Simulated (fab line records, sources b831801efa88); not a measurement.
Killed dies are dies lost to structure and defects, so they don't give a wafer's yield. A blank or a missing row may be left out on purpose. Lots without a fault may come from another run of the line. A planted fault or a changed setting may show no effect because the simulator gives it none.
One fault seen from 2 desks | flow sky130 | each desk has only its own numbers; what lay behind them comes last

THE TOOL OWNER'S DESK: litho_track-03
The tool's own readings at SKY_CAP2M_COAT_07 (resist thk 1140 nm): means of the sampled wafers that have a number, for each lot that ran on this tool. A lot is out of limits, marked OUT, if its mean lies more than 4 standard deviations from the usual mean; the brackets give that distance.
Columns: A = chill_plate_temp_C at SKY_CAP2M_COAT_07, usual 22.97 C
lot  | first seen here | A
L565 | day 41 10:51    | 22.86
L566 | day 41 14:03    | 22.94
L570 | day 42 11:19    | 22.87
L571 | day 43 00:54    | 23.09
L572 | day 43 10:45    | 22.92
This desk's finding: nothing out of limits on any of the 5 lots.

THE METROLOGY DESK
What the gauges read, lot by lot, whatever tool the lot ran on: means of the sampled wafers that have a number. A lot is out of limits, marked OUT, if its mean lies more than 4 standard deviations from the usual mean; the brackets give that distance.
Columns: A = VIA2_BOW at SKY_VIA2_BOW_MEAS_03, usual 85 um
lot  | first seen here | A
L563 | day 35 12:56    | 93
L565 | day 36 12:26    | 84
L566 | day 36 14:19    | 92
L570 | day 37 17:28    | 89
L571 | day 38 04:03    | 85
L572 | day 38 15:37    | 81
L575 | day 39 08:06    | 87
L579 | day 40 06:38    | 78
L581 | day 40 19:35    | 80
L582 | day 41 06:43    | 81
L584 | day 41 20:12    | 84
L586 | day 42 06:01    | 86
This desk's finding: nothing out of limits on any of the 12 lots.

PUT TOGETHER
The tool owner's desk saw nothing out of limits.
The metrology desk saw nothing out of limits.

WHAT THE SIMULATOR HAD PUT IN
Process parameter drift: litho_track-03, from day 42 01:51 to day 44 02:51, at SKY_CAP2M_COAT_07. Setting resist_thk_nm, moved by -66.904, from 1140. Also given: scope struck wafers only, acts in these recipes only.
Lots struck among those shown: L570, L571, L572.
